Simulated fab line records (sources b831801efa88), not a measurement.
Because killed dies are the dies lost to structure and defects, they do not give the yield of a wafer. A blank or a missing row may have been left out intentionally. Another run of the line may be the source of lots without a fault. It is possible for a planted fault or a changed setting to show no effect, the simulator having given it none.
Chamber matching || flow sky130 || SKY_CONTACT_CVD_00 on pecvd-04: 3 sister chambers
The step deposits Si3N4, target thk 75 nm. 18 wafers are shown with their chamber, then 9 later ones without.

EACH WAFER AND ITS CHAMBER
{"wafer": "L076.1", "chamber": 0, "heater-power-w (W)": 765}
{"wafer": "L076.4", "chamber": 2, "heater-power-w (W)": 617}
{"wafer": "L076.5", "chamber": 0, "heater-power-w (W)": 734}
{"wafer": "L080.3", "chamber": 1, "heater-power-w (W)": 805}
{"wafer": "L080.4", "chamber": 2, "heater-power-w (W)": 676}
{"wafer": "L080.6", "chamber": 1, "heater-power-w (W)": 788}
{"wafer": "L082.1", "chamber": 1, "heater-power-w (W)": 826}
{"wafer": "L082.5", "chamber": 1, "heater-power-w (W)": 815}
{"wafer": "L082.6", "chamber": 2, "heater-power-w (W)": 598}
{"wafer": "L084.2", "chamber": 2, "heater-power-w (W)": 656}
{"wafer": "L084.4", "chamber": 2, "heater-power-w (W)": 632}
{"wafer": "L084.5", "chamber": 2, "heater-power-w (W)": 651}
{"wafer": "L087.2", "chamber": 1, "heater-power-w (W)": 831}
{"wafer": "L087.4", "chamber": 2, "heater-power-w (W)": 603}
{"wafer": "L087.6", "chamber": 0, "heater-power-w (W)": 780}
{"wafer": "L089.1", "chamber": 0, "heater-power-w (W)": 803}
{"wafer": "L089.4", "chamber": 0, "heater-power-w (W)": 793}
{"wafer": "L089.5", "chamber": 1, "heater-power-w (W)": 808}

SIGNATURES (averages over the wafers above)
{"reading": "heater-power-w", "chamber 0": 775.00, "chamber 1": 812.17, "chamber 2": 633.29, "scatter within a chamber": 24.8}
Rule: a wafer lies at a distance from a chamber equal to the root of the sum of squares, over the readings, of (its reading less the chamber's mean, divided by the reading's scatter). If the next closest chamber is less than 2 further off than the closest, the wafer can't be placed; otherwise it belongs to the closest. How the scatter is found: for the shown wafers, subtract from each reading the mean of its chamber, square and add these, divide the total by (wafers less chambers), then take the root.

WAFERS WHOSE CHAMBER IS MISSING
{"wafer": "L091.1", "heater-power-w (W)": 566}
{"wafer": "L091.3", "heater-power-w (W)": 725}
{"wafer": "L091.4", "heater-power-w (W)": 578}
{"wafer": "L092.2", "heater-power-w (W)": 734}
{"wafer": "L092.4", "heater-power-w (W)": 737}
{"wafer": "L092.5", "heater-power-w (W)": 684}
{"wafer": "L095.1", "heater-power-w (W)": 848}
{"wafer": "L095.2", "heater-power-w (W)": 674}
{"wafer": "L095.5", "heater-power-w (W)": 671}

CHAMBER TAKEN BY EACH
{"wafer": "L091.1", "from the rows above": 2, "in truth": 2}
{"wafer": "L091.3", "from the rows above": "can't be placed: 0 or 1 or 2", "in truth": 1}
{"wafer": "L091.4", "from the rows above": 2, "in truth": 2}
{"wafer": "L092.2", "from the rows above": "can't be placed: 0 or 1", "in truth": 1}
{"wafer": "L092.4", "from the rows above": "can't be placed: 0 or 1", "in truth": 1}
{"wafer": "L092.5", "from the rows above": "can't be placed: 2 or 0", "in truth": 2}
{"wafer": "L095.1", "from the rows above": "can't be placed: 1 or 0", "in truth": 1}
{"wafer": "L095.2", "from the rows above": 2, "in truth": 2}
{"wafer": "L095.5", "from the rows above": 2, "in truth": 2}
Correct placement for 4 of the 9. Can't be placed from these rows: 5 (the true chamber is among the candidates in 5). Number placed wrongly: 0.
